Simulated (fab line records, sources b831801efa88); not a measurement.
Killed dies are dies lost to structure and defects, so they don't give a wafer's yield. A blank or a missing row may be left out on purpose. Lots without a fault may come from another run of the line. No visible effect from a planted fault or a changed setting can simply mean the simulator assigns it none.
Which tool did it? :: flow gf180mcu :: at 1 step of a route of 602, 14 lots with 41 wafers sampled

== WHAT THE GAUGES READ, wafer by wafer ==
GF_MVSD_TW_MEAS_11.
lot: L424
measured: day 4 15:18
on: film_metro-01
MVSD_TW: 1583 1582 1584

lot: L425
measured: day 4 18:56
on: film_metro-04
MVSD_TW: 1601 1604 1595

lot: L426
measured: day 5 05:46
on: film_metro-04
MVSD_TW: 1606 1604 1601

lot: L427
measured: day 5 14:31
on: film_metro-01
MVSD_TW: 1565 1571 1569

lot: L434
measured: day 7 01:49
on: film_metro-04
MVSD_TW: 1593 1596 1595

lot: L437
measured: day 7 18:09
on: film_metro-04
MVSD_TW: 1600 1602

lot: L438
measured: day 7 23:59
on: film_metro-04
MVSD_TW: 1601 1594 1601

lot: L440
measured: day 8 14:43
on: film_metro-01
MVSD_TW: 1578 1578 1576

lot: L441
measured: day 9 04:57
on: film_metro-04
MVSD_TW: 1592 1590 1595

lot: L442
measured: day 9 11:51
on: film_metro-02
MVSD_TW: 1591 1592 1599

lot: L443
measured: day 9 13:27
on: film_metro-02
MVSD_TW: 1577 1582 1585

lot: L444
measured: day 9 16:57
on: film_metro-04
MVSD_TW: 1603 1582 1588

lot: L445
measured: day 9 22:46
on: film_metro-04
MVSD_TW: 1590 1590 1582

lot: L446
measured: day 10 05:36
on: film_metro-01
MVSD_TW: 1573 1577 1576

== EACH LOT AND THE TOOL THAT RAN IT (in order: tool; ch and the chambers of the sampled wafers; start) ==
There is no process step in the record ahead of these readings.

== AS READ BY THE TOOLS THEMSELVES (means over the sampled wafers that have a number; for cases with no such wafer, the mark the record gives instead) ==
The record holds no such reading with a usual standard deviation.

== THE ANSWER, worked out from the rows above alone ==
Rule: usual is defined by the lots themselves. Put in order of their means at a reading, lots are off if they are a third of the lots or fewer, leave a main group of 4 or more, and stand apart from it by a gap of 3 or more times the standard deviation of the main group's means; of several such gaps the widest counts. A main group is skipped when, at the precision printed for the reading in the tables above, its means are all equal. Also off: a lot with no number at a reading for which 4 or more lots have one. The other lots that the step has rows for count as sound. Order of review: gauges by route order, followed by the tools' own readings, for which a lot's mean as printed above is used. At the first step where some lot is off, the reading lying furthest off is the one used; lots without a number count as furthest.
No lot is off at any reading shown: from this, nothing can be told.

== WHAT THE SIMULATOR HAD PUT IN ==
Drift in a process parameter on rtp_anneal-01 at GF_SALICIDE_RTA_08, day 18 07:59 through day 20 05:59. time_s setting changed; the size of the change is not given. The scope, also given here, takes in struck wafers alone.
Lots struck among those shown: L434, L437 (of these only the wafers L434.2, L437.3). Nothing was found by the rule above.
